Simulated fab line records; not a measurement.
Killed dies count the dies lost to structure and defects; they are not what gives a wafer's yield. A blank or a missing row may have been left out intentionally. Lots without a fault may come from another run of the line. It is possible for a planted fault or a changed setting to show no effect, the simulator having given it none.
What tool caused it?	flow gf180mcu	18 wafers from 6 lots sampled at 2 of the route's 602 steps

== WHAT EACH GAUGE READ, for each wafer ==
GF_VT_IMPLANT_OVL_MEAS_29.
lot	measured	on	VT_IMPLANT_02_OVL (nm)
L360	day 7 16:40	overlay-02	-0.6 1.7 -0.7
L365	day 9 02:10	overlay-01	-1.3 -0.9 0.1
L367	day 9 15:31	overlay-02	-1.1 -2.2 -1.0
L369	day 10 04:07	overlay-01	-1.8 -1.8 -2.4
L371	day 10 17:35	overlay-02	-1.8 -2.1 -2.5
L377	day 12 05:20	overlay-01	0.5 -1.5 0.2

== WHICH TOOL RAN EACH LOT (tool, then ch and the chambers of the sampled wafers, then the start) ==
lot	GF_VT_IMPLANT_EXPOSE_26
L360	ilineStepper-01 ch 0, day 7 09:05
L365	ilineStepper-02 ch 0, day 8 18:10
L367	ilineStepper-02 ch 0, day 9 07:02
L369	ilineStepper-02 ch 0, day 9 18:45
L371	ilineStepper-02 ch 0, day 10 08:29
L377	ilineStepper-01 ch 0, day 11 19:26
- GF_VT_IMPLANT_EXPOSE_26: exposes mask LVPWELL HV AREA, target cd 860 nm.

== THE ANSWER, worked out from the rows above alone ==
Rule: the usual values come from the lots themselves. The widest of any qualifying gaps counts: lots, ordered by their means at a reading, are off when they make up no more than a third of the lots, leave a main group of 4 or more, and stand apart from it by 3 or more times the standard deviation of that group's means. A main group whose means are all the same, to the digits that the tables above print for the reading, isn't used. Also off: a lot with no number at a reading for which 4 or more lots have one. Any other lot the step has rows for is counted as sound.
No lot is off at any reading shown: from this, nothing can be told.

== WHAT THE SIMULATOR HAD PUT IN ==
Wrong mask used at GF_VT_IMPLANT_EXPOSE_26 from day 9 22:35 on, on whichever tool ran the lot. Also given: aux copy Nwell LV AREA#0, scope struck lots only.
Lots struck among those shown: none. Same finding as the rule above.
